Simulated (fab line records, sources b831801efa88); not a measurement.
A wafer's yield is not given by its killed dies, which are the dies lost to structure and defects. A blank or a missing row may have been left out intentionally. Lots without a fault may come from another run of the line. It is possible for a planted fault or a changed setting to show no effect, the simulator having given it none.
Chamber matching :: flow sfq-line :: SFQ_TRILAYER_I0_CMP_CMP_028 on cmp-02: 4 sister chambers
The step polishes SiO2. 7 wafers are shown with their chamber, then 7 later ones without.

WAFERS, EACH WITH ITS CHAMBER
wafer: L183.6
chamber: 1
motor-current-A (A): 9.3
time-to-endpoint-s (s): 222

wafer: L189.5
chamber: 1
motor-current-A (A): 9.3
time-to-endpoint-s (s): 215

wafer: L189.6
chamber: 2
motor-current-A (A): 9.8
time-to-endpoint-s (s): 223

wafer: L192.4
chamber: 0
motor-current-A (A): 9.7
time-to-endpoint-s (s): 220

wafer: L192.6
chamber: 3
motor-current-A (A): 10.7
time-to-endpoint-s (s): 204

wafer: L196.1
chamber: 0
motor-current-A (A): 10.3
time-to-endpoint-s (s): 207

wafer: L196.3
chamber: 3
motor-current-A (A): 11.7
time-to-endpoint-s (s): 189

WAFERS MISSING THEIR CHAMBER
wafer: L196.4
motor-current-A (A): 9.6
time-to-endpoint-s (s): 220

wafer: L201.2
motor-current-A (A): 10.8
time-to-endpoint-s (s): 205

wafer: L201.4
motor-current-A (A): 9.8
time-to-endpoint-s (s): 213

wafer: L201.6
motor-current-A (A): 9.5
time-to-endpoint-s (s): 222

wafer: L203.4
motor-current-A (A): 9.8
time-to-endpoint-s (s): 206

wafer: L203.1
motor-current-A (A): 9.6
time-to-endpoint-s (s): 205

wafer: L203.5
motor-current-A (A): 10.7
time-to-endpoint-s (s): 195

CHAMBER TAKEN BY EACH
wafer: L196.4
from the rows above: can't be placed: 2 or 1 or 0
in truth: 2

wafer: L201.2
from the rows above: can't be placed: 3 or 0 or 2
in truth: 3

wafer: L201.4
from the rows above: can't be placed: 0 or 2 or 1
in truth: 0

wafer: L201.6
from the rows above: can't be placed: 1 or 2 or 0
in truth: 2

wafer: L203.4
from the rows above: can't be placed: 0 or 1 or 2
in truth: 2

wafer: L203.1
from the rows above: can't be placed: 0 or 1 or 2
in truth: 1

wafer: L203.5
from the rows above: can't be placed: 3 or 0
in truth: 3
Placed correctly: 0 of 7. Unplaceable from these rows: 7, with the true chamber sitting among the candidates in 7. Wrongly placed: 0.
How it was worked out, from the rows above alone: a wafer's distance from a chamber is the root of the sum, over the readings, of the square of ((its reading less the chamber's mean) divided by the reading's scatter). If the next closest chamber is less than 2 further off than the closest, the wafer can't be placed; otherwise it belongs to the closest. Each chamber's mean is taken over the wafers shown for it. The scatter: take each reading less its chamber's mean, square it, sum over the shown wafers, divide by the number of wafers less the number of chambers, and take the root.
